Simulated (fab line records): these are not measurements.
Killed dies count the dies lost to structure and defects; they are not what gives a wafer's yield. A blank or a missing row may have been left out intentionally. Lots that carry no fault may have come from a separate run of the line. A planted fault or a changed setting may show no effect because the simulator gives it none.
One fault seen from 2 desks + flow gf180mcu + each desk has only its own numbers; what lay behind them comes last

== THE METROLOGY DESK ==
What the gauges read, lot by lot, whatever tool the lot ran on: means of the sampled wafers that have a number. Any lot whose mean is over 4 standard deviations away from the usual mean is out of limits and marked OUT; that distance is given in the brackets.
Columns: A = STI_OXIDATION_01_THK at GF_STI_THK_MEAS_22, usual 14.94 nm; B = NWELL_TW at GF_NWELL_TW_MEAS_11, usual 1587; C = LVPWELL_OVL at GF_LVPWELL_OVL_MEAS_07, usual -0.4 nm
| lot  | first seen here | A     | B    | C    |
|------|-----------------|-------|------|------|
| L207 | day 2 09:36     | 15.21 | 1594 | 1.3  |
| L208 | day 2 16:37     | 15.09 | 1595 | -2.1 |
| L210 | day 3 00:55     | 14.97 | 1588 | -2.5 |
| L211 | day 3 06:06     | 15.12 | 1577 | -1.3 |
| L212 | day 3 11:30     | 14.88 | 1591 | -0.4 |
| L213 | day 3 18:47     | 15.00 | 1571 | 1.0  |
| L215 | day 4 01:26     | 14.69 | 1581 | -1.4 |
| L216 | day 4 06:56     | 15.16 | 1572 | -2.8 |
| L217 | day 4 12:04     | 15.22 | 1593 | 0.0  |
| L218 | day 4 18:20     | 14.80 | 1587 | -1.8 |
| L219 | day 4 22:16     | 14.93 | 1593 | -0.1 |
| L228 | day 6 20:01     | 14.98 | 1579 | -0.2 |
| L229 | day 7 01:28     | 14.97 | 1588 | 0.0  |
Result from this desk: across the 13 lots, nothing is out of limits.

== AT THE TOOL OWNER'S DESK: rie-diel-04 ==
The tool's own readings at GF_STI_ETCH_13 (etches the open film in CHF3/O2, stops on Si, target depth 282.31 nm, time 112.9 s): means of the sampled wafers that have a number, for each lot that ran on this tool. Any lot whose mean is over 4 standard deviations away from the usual mean is out of limits and marked OUT; that distance is given in the brackets.
Columns: A = drypump-motor-current-A at GF_STI_ETCH_13, usual 5.7 A; B = oes-product-au at GF_STI_ETCH_13, usual 0.830 a.u.; C = throttle-valve-pct at GF_STI_ETCH_13, usual 8.810 %
| lot  | first seen here | A   | B               | C                |
|------|-----------------|-----|-----------------|------------------|
| L210 | day 2 23:02     | 5.4 | 0.832           | 8.814            |
| L212 | day 3 08:33     | 5.5 | 0.832           | 8.811            |
| L218 | day 4 14:57     | 5.4 | 0.824           | 8.808            |
| L228 | day 6 18:17     | 5.4 | 0.660 (-30) OUT | 8.764 (-4.6) OUT |
This desk's finding: out of limits on L228; first on L228, day 6 18:17 (oes-product-au at GF_STI_ETCH_13). Within limits: L210, L212, L218.

== TAKEN TOGETHER ==
At day 6 18:17, on L228, the tool owner's desk was in a position to raise an alarm.
Nothing out of limits was seen by the metrology desk.
The metrology desk has L228 on record, within its limits.
GF_STI_ETCH_13 was run on rie-diel-04 by each of the lots named.

== WHAT THE SIMULATOR HAD INSERTED ==
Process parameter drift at GF_STI_ETCH_13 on rie-diel-04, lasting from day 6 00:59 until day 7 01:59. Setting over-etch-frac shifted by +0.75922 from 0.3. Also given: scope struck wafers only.
Shown lots that were struck: L228.
How many hours passed from the start of the fault until each desk's first out-of-limits reading: the tool owner's desk, 17.
